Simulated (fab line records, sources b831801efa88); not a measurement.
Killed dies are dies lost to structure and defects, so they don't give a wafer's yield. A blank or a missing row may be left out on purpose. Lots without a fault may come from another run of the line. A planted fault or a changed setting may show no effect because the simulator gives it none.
Which tool did it? | flow sky130 | 13 lots, 39 wafers sampled, at 4 steps of a route of 708

WHAT THE GAUGES READ, wafer by wafer
SKY_NWELL_OVL_MEAS_23. Usual: NWELL_01_OVL 0.2 nm, standard deviation 1.4.
lot  | measured     | on         | NWELL_01_OVL (nm) | flag
L501 | day 5 00:37  | overlay-02 | 1.7 2.2 2.3       |
L504 | day 5 22:41  | overlay-01 | -0.6 0.1 0.4      |
L505 | day 6 04:07  | overlay-02 | -0.3 -0.5 0.8     |
L506 | day 6 16:59  | overlay-02 | 2.3 2.1 4.1       |
L507 | day 7 06:50  | overlay-01 | -0.4 1.1 -1.5     |
L510 | day 7 18:31  | overlay-01 | 1.1 1.0 1.6       |
L513 | day 8 07:19  | overlay-02 | 0.2 -0.3 1.0      |
L514 | day 8 14:23  | overlay-01 | -0.5 -1.8 -1.5    |
L515 | day 8 18:10  | overlay-01 | 2.8 2.3 1.1       |
L521 | day 11 00:26 | overlay-01 | -1.9 -3.4 -2.4    |
L522 | day 11 15:10 | overlay-01 | -2.0 -1.0 -0.4    |
L523 | day 11 16:10 | overlay-02 | 1.8 2.4 0.0       |
L524 | day 11 16:31 | overlay-02 | 0.3 -1.3 -0.6     |

SKY_VT_ADJUST_HVTP_TW_MEAS_11. Usual: VT_ADJUST_HVTP_TW 1354, standard deviation 12.
lot  | measured     | on            | VT_ADJUST_HVTP_TW | flag
L501 | day 5 19:44  | film_metro-02 | 1356 1366 1361    |
L504 | day 6 18:23  | film_metro-01 | 1331 1334 1334    |
L505 | day 6 23:40  | film_metro-04 | 1360 1367 1367    |
L506 | day 7 12:01  | film_metro-01 | 1333 1325 1338    |
L507 | day 8 02:02  | film_metro-02 | 1362 1367 1360    |
L510 | day 8 14:25  | film_metro-02 | 1362 1363 1359    |
L513 | day 9 04:28  | film_metro-01 | 1332 1335 1322    |
L514 | day 9 11:50  | film_metro-02 | 1363 1360 1354    |
L515 | day 9 17:05  | film_metro-02 | 1366 1361 1365    |
L521 | day 12 00:52 | film_metro-02 | 1363 1357 1362    |
L522 | day 12 16:31 | film_metro-02 | 1351 1364 1352    |
L523 | day 12 16:44 | film_metro-02 | 1362 1362 1369    |
L524 | day 12 16:56 | film_metro-02 | 1368 1358 1364    |

WHICH TOOL RAN EACH LOT (tool, then ch and the chambers of the sampled wafers, then the start)
lot  | SKY_FIELD_ISO_ETCH_17           | SKY_NWELL_IMPLANT_24
L501 | rie_si-01 ch 1,2,3, day 2 04:44 | implanter-01 ch 0, day 5 00:39
L504 | rie_si-02 ch 2,3, day 2 20:14   | implanter-04 ch 0, day 5 22:44
L505 | rie_si-02 ch 1,2,3, day 3 00:35 | implanter-01 ch 0, day 6 04:10
L506 | rie_si-02 ch 1,2, day 3 07:47   | implanter-04 ch 0, day 6 17:04
L507 | rie_si-02 ch 0,2,3, day 3 12:26 | implanter-02 ch 0, day 7 06:53
L510 | rie_si-02 ch 1,2,3, day 4 04:08 | implanter-01 ch 0, day 7 18:34
L513 | rie_si-01 ch 0,1,3, day 4 22:20 | implanter-01 ch 0, day 8 07:21
L514 | rie_si-02 ch 0,1,2, day 5 03:40 | implanter-02 ch 0, day 8 14:27
L515 | rie_si-01 ch 0,2,3, day 5 08:11 | implanter-04 ch 0, day 8 18:12
L521 | rie_si-02 ch 2,3, day 6 12:56   | implanter-01 ch 0, day 11 00:30
L522 | rie_si-02 ch 0,1, day 6 20:58   | implanter-02 ch 0, day 11 15:13
L523 | rie_si-01 ch 0,2,3, day 6 23:22 | implanter-01 ch 0, day 11 16:12
L524 | rie_si-02 ch 0,1,2, day 7 04:07 | implanter-02 ch 0, day 11 16:34
- SKY_FIELD_ISO_ETCH_17: etches Si in HBr/Cl2/O2, target depth 342 nm, time 97.7 s.
- SKY_NWELL_IMPLANT_24

WHAT THE TOOLS THEMSELVES READ (means of the sampled wafers that have a number; where no wafer has one, the mark that the record gives instead)
SKY_FIELD_ISO_ETCH_17. Usual: drypump_motor_current_A 5.4 A, standard deviation 0.49; oes_product_au 1.000 a.u., standard deviation 0.0084; throttle_valve_pct 25.657 %, standard deviation 0.012.
lot  | tool      | drypump_motor_current_A (A) | oes_product_au (a.u.) | throttle_valve_pct (%) | flag
L501 | rie_si-01 | 5.7                         | 0.997                 | 25.656                 |
L504 | rie_si-02 | 5.2                         | 0.990                 | 25.674                 |
L505 | rie_si-02 | 5.3                         | 0.994                 | 25.657                 |
L506 | rie_si-02 | 4.8                         | 0.994                 | 25.659                 |
L507 | rie_si-02 | 5.4                         | 0.991                 | 25.664                 |
L510 | rie_si-02 | 5.3                         | 0.994                 | 25.658                 |
L513 | rie_si-01 | 5.4                         | 1.007                 | 25.659                 |
L514 | rie_si-02 | 5.0                         | 1.002                 | 25.648                 |
L515 | rie_si-01 | 5.3                         | 1.005                 | 25.645                 |
L521 | rie_si-02 | 5.7                         | 0.998                 | 25.674                 |
L522 | rie_si-02 | 5.3                         | 1.011                 | 25.656                 |
L523 | rie_si-01 | 5.3                         | 1.001                 | 25.656                 |
L524 | rie_si-02 | 5.0                         | 1.000                 | 25.665                 |

SKY_NWELL_IMPLANT_24. Usual: beam_energy_keV 140.01, standard deviation 0.041.
lot  | tool         | beam_energy_keV | flag
L501 | implanter-01 | 140.01          |
L504 | implanter-04 | 140.00          |
L505 | implanter-01 | 139.97          |
L506 | implanter-04 | 140.04          |
L507 | implanter-02 | 140.05          |
L510 | implanter-01 | 140.00          |
L513 | implanter-01 | 140.04          |
L514 | implanter-02 | 140.00          |
L515 | implanter-04 | 140.03          |
L521 | implanter-01 | 133.00          | OFF
L522 | implanter-02 | 139.99          |
L523 | implanter-01 | 132.98          | OFF
L524 | implanter-02 | 139.99          |

THE ANSWER, worked out from the rows above alone
Rule: a lot is off if the mean of its wafers that have a number lies more than 3 standard deviations from the usual mean. A lot without any number at a reading at which 4 lots or more have one is off too. The other lots that the step has rows for count as sound. The gauges are gone through in route order, then the tools' own readings, and for those a lot's mean is taken as printed above. The first step at which some lot is off is used, and at that step the reading that is off furthest; a lot without a number counts as furthest.
Off: L521, L523, at SKY_NWELL_IMPLANT_24 (beam_energy_keV).
A tool fits if, at that step or a process step before it, it ran every lot that is off, and no sound lot after the first of them. One fits: implanter-01 at SKY_NWELL_IMPLANT_24. Its last sound lot is L513 (day 8 07:21), its first lot that is off L521 (day 11 00:30): a fault that began between those two fits.
The tool's own readings at SKY_NWELL_IMPLANT_24 bear it out: on the lots that are off they differ by more than 5 times the standard deviation of the sound lots' means. beam_energy_keV reads 132.99 there against 140.01 on the sound lots.

WHAT THE SIMULATOR HAD PUT IN
Process parameter drift: implanter-01, from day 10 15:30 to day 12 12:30, at SKY_NWELL_IMPLANT_24. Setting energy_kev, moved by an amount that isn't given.
Lots struck among those shown: L521, L523. The rule above found the same.
